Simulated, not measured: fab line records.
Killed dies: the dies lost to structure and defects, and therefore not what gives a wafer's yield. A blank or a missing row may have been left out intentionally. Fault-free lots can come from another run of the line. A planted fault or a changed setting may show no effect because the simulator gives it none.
The tool behind it: which one? || flow sky130 || Sampling: 6 lots, 18 wafers, 4 of 708 route steps

== WHAT EACH GAUGE READ, for each wafer ==
SKY_VIA3_THK_MEAS_01.
{"lot": "L143", "measured": "day 39 04:17", "on": "film_metro-03", "VIA3_HDPCVD_THK (nm)": "1591 1588 1639"}
{"lot": "L145", "measured": "day 40 04:34", "on": "film_metro-04", "VIA3_HDPCVD_THK (nm)": "1631 1648 1648"}
{"lot": "L147", "measured": "day 40 15:47", "on": "film_metro-02", "VIA3_HDPCVD_THK (nm)": "1631 1625 1626"}
{"lot": "L150", "measured": "day 41 12:33", "on": "film_metro-02", "VIA3_HDPCVD_THK (nm)": "1648 1636 1650"}
{"lot": "L152", "measured": "day 42 01:17", "on": "film_metro-03", "VIA3_HDPCVD_THK (nm)": "1645 1673 1657"}
{"lot": "L160", "measured": "day 44 05:26", "on": "film_metro-03", "VIA3_HDPCVD_THK (nm)": "1595 2266 1676"}

== WHAT TOOL EACH LOT RAN ON (gives the tool, then ch and the chambers of the sampled wafers, and finally the start) ==
{"lot": "L143", "SKY_METAL2_SPUTTER_00": "pvd_sputter-01, day 34 15:10", "SKY_VIA2_SPUTTER_20": "pvd_sputter-02, day 36 21:56", "SKY_VIA3_HDPCVD_00": "hdpcvd-02 ch 0,1,2, day 39 04:07"}
{"lot": "L145", "SKY_METAL2_SPUTTER_00": "pvd_sputter-03, day 35 18:03", "SKY_VIA2_SPUTTER_20": "pvd_sputter-02, day 37 23:56", "SKY_VIA3_HDPCVD_00": "hdpcvd-01 ch 0,1,2, day 40 04:25"}
{"lot": "L147", "SKY_METAL2_SPUTTER_00": "pvd_sputter-01, day 36 02:47", "SKY_VIA2_SPUTTER_20": "pvd_sputter-02, day 38 09:25", "SKY_VIA3_HDPCVD_00": "hdpcvd-01 ch 0,1, day 40 15:37"}
{"lot": "L150", "SKY_METAL2_SPUTTER_00": "pvd_sputter-01, day 37 00:59", "SKY_VIA2_SPUTTER_20": "pvd_sputter-01, day 39 07:17", "SKY_VIA3_HDPCVD_00": "hdpcvd-01 ch 0, day 41 12:18"}
{"lot": "L152", "SKY_METAL2_SPUTTER_00": "pvd_sputter-01, day 37 13:31", "SKY_VIA2_SPUTTER_20": "pvd_sputter-01, day 39 20:17", "SKY_VIA3_HDPCVD_00": "hdpcvd-02 ch 0,1,2, day 42 01:07"}
{"lot": "L160", "SKY_METAL2_SPUTTER_00": "pvd_sputter-04, day 39 23:35", "SKY_VIA2_SPUTTER_20": "pvd_sputter-02, day 42 04:02", "SKY_VIA3_HDPCVD_00": "hdpcvd-02 ch 0,1,2, day 44 05:16"}
- SKY_METAL2_SPUTTER_00: material Ti, target thk 15 nm, time 10 s.
- SKY_VIA2_SPUTTER_20: material TiN, target thk 20 nm, time 80 s.
- SKY_VIA3_HDPCVD_00: deposits SiO2, target thk 1635 nm, time 272.5 s.

== THE ANSWER, worked out from the rows above alone ==
Rule: the lots themselves supply what counts as usual. Put in order of their means at a reading, lots are off if they are a third of the lots or fewer, leave a main group of 4 or more, and stand apart from it by a gap of 3 or more times the standard deviation of the main group's means; of several such gaps the widest counts. A main group whose means are all the same, to the digits that the tables above print for the reading, isn't used. A lot without any number at a reading at which 4 lots or more have one is off too. Where the step has rows for the other lots, those lots are counted as sound.
Off: L160, seen at SKY_VIA3_THK_MEAS_01 (VIA3_HDPCVD_THK). For the main group the mean is 1636 nm and the standard deviation 18.
If a tool, at a process step before that reading, ran all the lots that are off and no sound lot after the first of them, it fits. Gauges at SKY_VIA3_THK_MEAS_01: tried the same way as those tools. Can't be told from this: 4 tools fit, pvd_sputter-04 at SKY_METAL2_SPUTTER_00, pvd_sputter-02 at SKY_VIA2_SPUTTER_20, hdpcvd-02 at SKY_VIA3_HDPCVD_00, film_metro-03 at SKY_VIA3_THK_MEAS_01.

== WHAT THE SIMULATOR PUT IN ==
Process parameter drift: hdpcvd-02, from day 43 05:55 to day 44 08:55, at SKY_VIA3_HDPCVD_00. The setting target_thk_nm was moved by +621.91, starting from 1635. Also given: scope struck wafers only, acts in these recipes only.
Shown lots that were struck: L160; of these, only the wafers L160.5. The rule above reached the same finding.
